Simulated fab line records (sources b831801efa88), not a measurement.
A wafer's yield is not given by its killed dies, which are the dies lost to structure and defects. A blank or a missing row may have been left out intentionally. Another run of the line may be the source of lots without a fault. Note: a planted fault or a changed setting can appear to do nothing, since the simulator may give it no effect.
A sampling plan put to the test / flow gf180mcu / 16 faults told of in these records, all on one fab line, each judged by the records of the lots it struck
What counts as the plan is the set of the line's own looks, namely the steps on the route at which a gauge or an inspection reads a wafer and does not change it. Where struck wafers have a number at a look and the file lists that look's usual mean and standard deviation on fault-free wafers, the look can be judged. Caught: a look later than the fault's first step finds the struck wafers' mean 4 or more of those standard deviations (sigma) from the usual mean. On the tool: the same test on the tool's own readings at the fault's steps. A different recipe on the struck wafers counts as caught too, as does a record blank only for those wafers.

== THE FAULTS, as the simulator had put them in ==
1. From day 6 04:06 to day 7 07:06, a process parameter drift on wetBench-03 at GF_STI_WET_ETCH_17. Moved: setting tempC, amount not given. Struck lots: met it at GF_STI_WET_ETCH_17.
2. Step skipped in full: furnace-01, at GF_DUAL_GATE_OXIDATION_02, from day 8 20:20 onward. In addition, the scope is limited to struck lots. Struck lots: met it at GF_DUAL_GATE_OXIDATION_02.
3. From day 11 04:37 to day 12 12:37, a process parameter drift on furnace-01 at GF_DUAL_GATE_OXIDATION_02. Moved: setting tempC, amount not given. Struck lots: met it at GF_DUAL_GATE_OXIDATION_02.
4. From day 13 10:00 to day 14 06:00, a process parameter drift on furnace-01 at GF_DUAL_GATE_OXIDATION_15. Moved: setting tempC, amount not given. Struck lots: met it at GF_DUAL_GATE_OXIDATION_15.
5. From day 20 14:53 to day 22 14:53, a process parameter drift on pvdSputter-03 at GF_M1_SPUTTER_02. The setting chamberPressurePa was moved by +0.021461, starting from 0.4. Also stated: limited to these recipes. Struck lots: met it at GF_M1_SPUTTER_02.
6. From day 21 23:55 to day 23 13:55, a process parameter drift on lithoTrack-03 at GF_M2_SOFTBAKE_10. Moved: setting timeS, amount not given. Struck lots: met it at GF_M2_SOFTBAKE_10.
7. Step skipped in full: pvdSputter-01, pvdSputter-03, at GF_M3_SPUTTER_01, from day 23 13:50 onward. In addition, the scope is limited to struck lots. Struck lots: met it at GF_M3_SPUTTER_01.
8. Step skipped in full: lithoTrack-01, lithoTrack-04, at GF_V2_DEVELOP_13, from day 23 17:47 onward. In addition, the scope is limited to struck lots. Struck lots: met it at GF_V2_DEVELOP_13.
9. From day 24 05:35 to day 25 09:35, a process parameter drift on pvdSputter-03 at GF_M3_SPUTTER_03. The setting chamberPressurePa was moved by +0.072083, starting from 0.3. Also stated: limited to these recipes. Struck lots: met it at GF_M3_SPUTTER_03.
10. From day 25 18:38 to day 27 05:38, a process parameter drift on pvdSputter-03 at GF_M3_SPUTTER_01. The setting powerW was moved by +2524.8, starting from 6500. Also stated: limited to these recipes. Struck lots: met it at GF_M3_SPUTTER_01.
11. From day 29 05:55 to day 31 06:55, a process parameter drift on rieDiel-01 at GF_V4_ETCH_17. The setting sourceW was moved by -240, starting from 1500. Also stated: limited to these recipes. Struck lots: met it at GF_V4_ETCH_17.
12. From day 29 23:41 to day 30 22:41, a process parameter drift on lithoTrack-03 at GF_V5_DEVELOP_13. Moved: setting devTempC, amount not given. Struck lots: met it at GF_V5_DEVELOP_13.
13. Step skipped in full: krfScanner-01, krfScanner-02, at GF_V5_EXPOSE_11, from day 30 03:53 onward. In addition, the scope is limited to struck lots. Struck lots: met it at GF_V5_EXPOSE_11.
14. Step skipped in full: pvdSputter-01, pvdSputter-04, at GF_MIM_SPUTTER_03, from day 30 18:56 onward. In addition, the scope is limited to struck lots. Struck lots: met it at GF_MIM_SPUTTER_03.
15. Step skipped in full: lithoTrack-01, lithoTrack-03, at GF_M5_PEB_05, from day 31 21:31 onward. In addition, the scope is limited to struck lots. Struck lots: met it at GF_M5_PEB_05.
16. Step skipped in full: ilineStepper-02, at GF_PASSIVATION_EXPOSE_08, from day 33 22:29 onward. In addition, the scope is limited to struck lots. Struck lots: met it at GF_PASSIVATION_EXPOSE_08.

== WHAT THE PLAN SAW ==
fault=1; on the tool itself=tempC -23 sigma; first look that catches it=none of the 3 looks that can be judged after it; reading, sigma=-; median hours from its first step to that look=-; hours from the fault's start to the first struck lot there=-; judged looks passed uncaught=3
fault=2; on the tool itself=the tool's record is blank for the struck wafers; first look that catches it=no look after it can be judged; reading, sigma=-; median hours from its first step to that look=-; hours from the fault's start to the first struck lot there=-; judged looks passed uncaught=0
fault=3; on the tool itself=tubeCenterTempC -26 sigma; first look that catches it=not the one look that can be judged after it; reading, sigma=-; median hours from its first step to that look=-; hours from the fault's start to the first struck lot there=-; judged looks passed uncaught=1
fault=4; on the tool itself=tubeCenterTempC +67 sigma; first look that catches it=no look after it can be judged; reading, sigma=-; median hours from its first step to that look=-; hours from the fault's start to the first struck lot there=-; judged looks passed uncaught=0
fault=5; on the tool itself=chamberPressurePa +23 sigma; first look that catches it=no look after it can be judged; reading, sigma=-; median hours from its first step to that look=-; hours from the fault's start to the first struck lot there=-; judged looks passed uncaught=0
fault=6; on the tool itself=runLengthS +40 sigma; first look that catches it=no look after it can be judged; reading, sigma=-; median hours from its first step to that look=-; hours from the fault's start to the first struck lot there=-; judged looks passed uncaught=0
fault=7; on the tool itself=the tool's record is blank for the struck wafers; first look that catches it=no look after it can be judged; reading, sigma=-; median hours from its first step to that look=-; hours from the fault's start to the first struck lot there=-; judged looks passed uncaught=0
fault=8; on the tool itself=the tool's record is blank for the struck wafers; first look that catches it=no look after it can be judged; reading, sigma=-; median hours from its first step to that look=-; hours from the fault's start to the first struck lot there=-; judged looks passed uncaught=0
fault=9; on the tool itself=chamberPressurePa +99 or beyond sigma; first look that catches it=no look after it can be judged; reading, sigma=-; median hours from its first step to that look=-; hours from the fault's start to the first struck lot there=-; judged looks passed uncaught=0
fault=10; on the tool itself=cathodeDcPowerW +99 or beyond sigma; first look that catches it=not the one look that can be judged after it; reading, sigma=-; median hours from its first step to that look=-; hours from the fault's start to the first struck lot there=-; judged looks passed uncaught=1
fault=11; on the tool itself=rfFwdPowerW -46 sigma; first look that catches it=not the one look that can be judged after it; reading, sigma=-; median hours from its first step to that look=-; hours from the fault's start to the first struck lot there=-; judged looks passed uncaught=1
fault=12; on the tool itself=developerTempC +7.1 sigma; first look that catches it=no look after it can be judged; reading, sigma=-; median hours from its first step to that look=-; hours from the fault's start to the first struck lot there=-; judged looks passed uncaught=0
fault=13; on the tool itself=no reading that can be judged; first look that catches it=no look after it can be judged; reading, sigma=-; median hours from its first step to that look=-; hours from the fault's start to the first struck lot there=-; judged looks passed uncaught=0
fault=14; on the tool itself=the tool's record is blank for the struck wafers; first look that catches it=not the one look that can be judged after it; reading, sigma=-; median hours from its first step to that look=-; hours from the fault's start to the first struck lot there=-; judged looks passed uncaught=1
fault=15; on the tool itself=the tool's record is blank for the struck wafers; first look that catches it=no look after it can be judged; reading, sigma=-; median hours from its first step to that look=-; hours from the fault's start to the first struck lot there=-; judged looks passed uncaught=0
fault=16; on the tool itself=no reading that can be judged; first look that catches it=no look after it can be judged; reading, sigma=-; median hours from its first step to that look=-; hours from the fault's start to the first struck lot there=-; judged looks passed uncaught=0
A dash: the fault isn't caught, or these records don't give the number.

Caught at a look: 0 of 16. Caught on the tool: 14 of 16. By one or the other: 14 of 16.
Caught on the tool alone: faults 1, 2, 3, 4, 5, 6, 7, 8, 9, 10, 11, 12, 14, 15.
Caught by neither: faults 13, 16.
